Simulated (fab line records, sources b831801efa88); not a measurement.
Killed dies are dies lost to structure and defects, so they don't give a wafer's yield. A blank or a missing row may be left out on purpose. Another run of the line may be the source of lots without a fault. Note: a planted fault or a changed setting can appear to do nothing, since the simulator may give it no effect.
Which tool is to blame? + flow gf180mcu + 15 lots, 45 wafers sampled, at 3 steps of a route of 602

## WHAT THE GAUGES READ, wafer by wafer
GF_MVSD_OVL_MEAS_07.
| lot  | measured    | on         | MVSD_OVL (nm)  |
|------|-------------|------------|----------------|
| L621 | day 4 20:00 | overlay-02 | 0.7 0.5 -0.5   |
| L622 | day 5 01:26 | overlay-02 | -0.1 -1.1 -0.5 |
| L623 | day 5 06:20 | overlay-02 | 1.2 0.8 1.7    |
| L624 | day 5 11:53 | overlay-01 | 0.4 -0.1 0.4   |
| L632 | day 7 08:02 | overlay-01 | 1.0 -0.7 -0.1  |
| L633 | day 7 14:50 | overlay-01 | 1.9 2.3 1.8    |
| L634 | day 7 20:47 | overlay-01 | 0.9 0.7 1.6    |
| L636 | day 8 07:59 | overlay-01 | 1.2 2.0 1.5    |
| L637 | day 8 12:55 | overlay-02 | 3.9 0.9 0.7    |
| L638 | day 8 21:14 | overlay-01 | 0.6 2.1 1.5    |
| L640 | day 9 07:29 | overlay-01 | -0.7 0.7 -0.6  |
| L642 | day 9 19:08 | overlay-01 | -1.5 1.9 -0.5  |

GF_VT_IMPLANT_TW_MEAS_21.
| lot  | measured     | on            | VT_IMPLANT_2_TW |
|------|--------------|---------------|-----------------|
| L621 | day 6 17:31  | film_metro-03 | 1234 1224 1229  |
| L622 | day 6 22:43  | film_metro-04 | 1211 1207 1211  |
| L623 | day 7 04:10  | film_metro-03 | 1228 1234 1235  |
| L624 | day 7 11:26  | film_metro-04 | 1209 1210 1210  |
| L632 | day 9 11:13  | film_metro-03 | 1221 1222 1222  |
| L633 | day 9 19:10  | film_metro-04 | 1218 1218 1226  |
| L634 | day 10 02:04 | film_metro-02 | 1198 1193 1202  |
| L636 | day 10 14:22 | film_metro-02 | 1196 1197 1191  |
| L637 | day 10 19:16 | film_metro-02 | 1196 1197 1197  |
| L638 | day 11 03:40 | film_metro-02 | 1193 1198 1190  |
| L640 | day 11 15:49 | film_metro-03 | 1226 1228 1227  |
| L642 | day 12 04:28 | film_metro-02 | 1199 1201 1202  |

## WHICH TOOL RAN EACH LOT (tool, then ch and the chambers of the sampled wafers, then the start)
| lot  | GF_STI_OXIDATION_01          |
|------|------------------------------|
| L621 | furnace-02 ch 0, day 1 15:07 |
| L622 | furnace-02 ch 0, day 1 20:49 |
| L623 | furnace-02 ch 0, day 2 01:49 |
| L624 | furnace-02 ch 0, day 2 06:16 |
| L629 | furnace-02, day 3 08:20      |
| L630 | furnace-02, day 3 12:26      |
| L631 | furnace-01, day 3 18:00      |
| L632 | furnace-02 ch 0, day 3 22:07 |
| L633 | furnace-01 ch 0, day 4 03:23 |
| L634 | furnace-02 ch 0, day 4 08:44 |
| L636 | furnace-01 ch 0, day 4 18:07 |
| L637 | furnace-02 ch 0, day 4 23:11 |
| L638 | furnace-02 ch 0, day 5 04:40 |
| L640 | furnace-01 ch 0, day 5 14:07 |
| L642 | furnace-02 ch 0, day 6 00:13 |
- GF_STI_OXIDATION_01: stabilise 600 s, purge 300 s, target thk 10 nm.

## AS READ BY THE TOOLS THEMSELVES (means over the sampled wafers that have a number; for cases with no such wafer, the mark the record gives instead)
GF_STI_OXIDATION_01.
| lot  | tool       | ox_temp_c (C) | ox_temp_c_max | spike_tc_upper_C (C) | zone_power_top_pct (%) |
|------|------------|---------------|---------------|----------------------|------------------------|
| L621 | furnace-02 | 900.7         | 904.3         | 901.5                | 33.1                   |
| L622 | furnace-02 | 899.9         | 903.9         | 901.4                | 33.1                   |
| L623 | furnace-02 | 900.2         | 903.8         | 899.6                | 33.1                   |
| L624 | furnace-02 | 900.4         | 903.1         | 900.5                | 33.2                   |
| L629 | furnace-02 | -             | -             | -                    | -                      |
| L630 | furnace-02 | -             | -             | -                    | -                      |
| L631 | furnace-01 | -             | -             | -                    | -                      |
| L632 | furnace-02 | 899.6         | 903.1         | 900.6                | 33.3                   |
| L633 | furnace-01 | 900.1         | 904.3         | 899.1                | 31.4                   |
| L634 | furnace-02 | 899.7         | 903.0         | 901.1                | 33.2                   |
| L636 | furnace-01 | 900.1         | 904.2         | 899.5                | 31.7                   |
| L637 | furnace-02 | 899.5         | 902.7         | 900.2                | 33.0                   |
| L638 | furnace-02 | 899.8         | 902.8         | 900.2                | 33.2                   |
| L640 | furnace-01 | 899.1         | 903.2         | 898.1                | 31.0                   |
| L642 | furnace-02 | 900.1         | 903.2         | 901.3                | 33.2                   |

## THE ANSWER, worked out from the rows above alone
Rule: the lots themselves supply what counts as usual. The widest of any qualifying gaps counts: lots, ordered by their means at a reading, are off when they make up no more than a third of the lots, leave a main group of 4 or more, and stand apart from it by 3 or more times the standard deviation of that group's means. Not used: any main group whose means are identical at the precision the tables above print for the reading. A lot without any number at a reading at which 4 lots or more have one is off too. Any other lot the step has rows for is counted as sound. After the gauges, taken in route order, come the tools' own readings; for these a lot's mean is taken, as printed above. The first step at which some lot is off is used, and at that step the reading that is off furthest; a lot without a number counts as furthest.
Off, at GF_STI_OXIDATION_01 on ox_temp_c: L629, L630, L631. Without a number there: L629, L630, L631. Main group: mean 899.9 C, sd 0.41.
A tool fits if, at that step or a process step before it, it ran every lot that is off, and no sound lot after the first of them. None of those tried fits.

## WHAT THE SIMULATOR HAD PUT IN
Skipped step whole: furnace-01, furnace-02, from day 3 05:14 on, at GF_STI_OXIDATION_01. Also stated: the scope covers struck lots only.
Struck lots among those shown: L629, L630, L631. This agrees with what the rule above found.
